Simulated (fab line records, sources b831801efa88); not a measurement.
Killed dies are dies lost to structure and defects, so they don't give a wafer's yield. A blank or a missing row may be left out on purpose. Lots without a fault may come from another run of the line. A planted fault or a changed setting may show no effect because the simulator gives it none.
Chamber matching | flow sfq_line | SFQ_TRILAYER_I2_CMP_CMP_064 on cmp-02: 4 sister chambers
The step polishes SiO2. 4 wafers are shown with their chamber, then 7 later ones without.

WAFERS WITH THEIR CHAMBER
wafer  | chamber | motor_current_A (A)
L971.6 | 3       | 11.2
L977.1 | 0       | 11.2
L986.2 | 2       | 9.7
L986.4 | 1       | 11.3

WAFERS WITHOUT THEIR CHAMBER
wafer  | motor_current_A (A)
L986.5 | 10.1
L988.3 | 10.8
L988.5 | 11.1
L988.6 | 10.9
L990.1 | 10.7
L990.3 | 10.9
L990.5 | 10.4

WHICH CHAMBER EACH WENT THROUGH
wafer  | from the rows above               | in truth
L986.5 | can't be placed: 2 or 0 or 3 or 1 | 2
L988.3 | can't be placed: 0 or 3 or 1 or 2 | 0
L988.5 | can't be placed: 0 or 3 or 1      | 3
L988.6 | can't be placed: 0 or 3 or 1      | 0
L990.1 | can't be placed: 0 or 3 or 1 or 2 | 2
L990.3 | can't be placed: 0 or 3 or 1      | 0
L990.5 | can't be placed: 2 or 0 or 3 or 1 | 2
Placed correctly: 0 of 7. Can't be placed from these rows: 7 (the true chamber is among the candidates in 7). Placed wrongly: 0.
How it was worked out, from the rows above alone: a wafer's distance from a chamber is the root of the sum, over the readings, of the square of ((its reading less the chamber's mean) divided by the reading's scatter). The wafer belongs to the nearest chamber; if the next one is less than 2 further off, it can't be placed. A chamber's mean is the mean of its shown wafers. The scatter: with one shown wafer a chamber, the root of the mean of the squares of how far each hidden wafer lies from its nearest shown one.
